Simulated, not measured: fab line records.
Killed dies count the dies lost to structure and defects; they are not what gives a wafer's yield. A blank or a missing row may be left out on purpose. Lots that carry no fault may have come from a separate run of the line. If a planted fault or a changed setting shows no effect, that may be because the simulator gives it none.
Split-lot experiment    flow sfqLine    23 wafers read from 5 lots, route of 325 steps

== THE SPLIT ==
At SFQ_TRILAYER_L0_VIA_LITHO_PEB_016 (peb time 60 s), the setting pebTempC was moved away from the recipe's 115 C on 6 of the 23 wafers read, by -1.2% to +1.5%. The other wafers ran this setting at the recipe's value.

== FROM SPLIT TO READING: 1 step shown by the file between the two ==
- SFQ_TRILAYER_L0_VIA_LITHO_DEVELOP_015: time 60 s

== THE READING ==
L0V.cdNm (the simulator's own value, which no gauge read), in nm, at SFQ_TRILAYER_L0_VIA_BARC_OPEN_VIA_ETCH_021 (etches BARC in O2, target depth 125 nm, time 41.7 s). The file does not state a usual value for it. Across the 17 wafers here that went through the recipe, the average is 700.0 nm and the standard deviation 1.3 nm.

wafer   tool, chamber at the split  pebTempC as run, C  against the recipe  L0V.cdNm, nm  against lot-mates on the recipe
L074.1  lithoTrack-02, 0            115                 recipe              698.4         -
L074.2  lithoTrack-02, 0            113.6               -1.2%               671.3         -27.6
L074.3  lithoTrack-02, 0            115                 recipe              699.4         -
L074.5  lithoTrack-02, 0            113.6               -1.2%               674.3         -24.6
L074.6  lithoTrack-02, 0            113.6               -1.2%               672.4         -26.5
L075.1  lithoTrack-01, 0            115                 recipe              701.1         -
L075.2  lithoTrack-01, 0            115                 recipe              699.1         -
L075.3  lithoTrack-01, 0            115                 recipe              700.8         -
L075.5  lithoTrack-01, 0            115                 recipe              700.8         -
L075.6  lithoTrack-01, 0            115                 recipe              701           -
L078.1  lithoTrack-02, 0            116.7               +1.5%               732.5         +30.5
L078.2  lithoTrack-02, 0            116.7               +1.5%               732.1         +30.1
L078.3  lithoTrack-02, 0            115                 recipe              701.3         -
L078.4  lithoTrack-02, 0            116.7               +1.5%               730.8         +28.8
L078.5  lithoTrack-02, 0            115                 recipe              702.7         -
L079.2  lithoTrack-02, 0            115                 recipe              699.6         -
L079.4  lithoTrack-02, 0            115                 recipe              700           -
L079.6  lithoTrack-02, 0            115                 recipe              698.1         -
L082.2  lithoTrack-02, 0            115                 recipe              699.2         -
L082.3  lithoTrack-02, 0            115                 recipe              701.2         -
L082.4  lithoTrack-02, 0            115                 recipe              698.9         -
L082.5  lithoTrack-02, 0            115                 recipe              697.8         -
L082.6  lithoTrack-02, 0            115                 recipe              700.7         -

FIT RESULTS
A straight line over all 23 wafers: L0V.cdNm changes by +21.9 nm for each +1% of pebTempC; r = +1.00; the points scatter about the line by 1.3 nm.
The same after taking each lot's own level away (the mean of its wafers on the recipe; 23 wafers): +20.7 nm for each +1%; r = +1.00; scatter 1.1 nm.
According to that fit, moving pebTempC by its largest amount changes the reading by 31 nm.
The lots' own levels span 698.90 to 702.00 nm, that is 2.4 times the standard deviation above.
The two slopes agree, so the slope changes little with the lot-to-lot level.
Check: +30.4 nm against its lot-mates is what the line predicts for one of the wafers moved furthest among these (+1.5%) when that wafer is left out of the fit. Against them it came out at +30.5 nm.

== ADDITIONAL SPLITS CARRIED BY THESE WAFERS ==
Other splits were also applied to these wafers ahead of the reading. Each is held against what the fit with the lots' levels taken away leaves over:
other split on the same wafers              wafers away from the commonest value  r with L0V.cdNm (lot level and that fit taken away)
SFQ_TRILAYER_INCOMING_OXIDATION_002 tempC   5                                     -0.18
SFQ_TRILAYER_L0_LITHO_EXPOSE_006 doseMj     5                                     -0.49
SFQ_TRILAYER_L0_VIA_LITHO_COAT_013 spinRpm  7                                     +0.26

== THE FILE'S OWN FIT ==
L0V.cdNm changes by +20.7 nm for each +1% of pebTempC, r = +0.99.
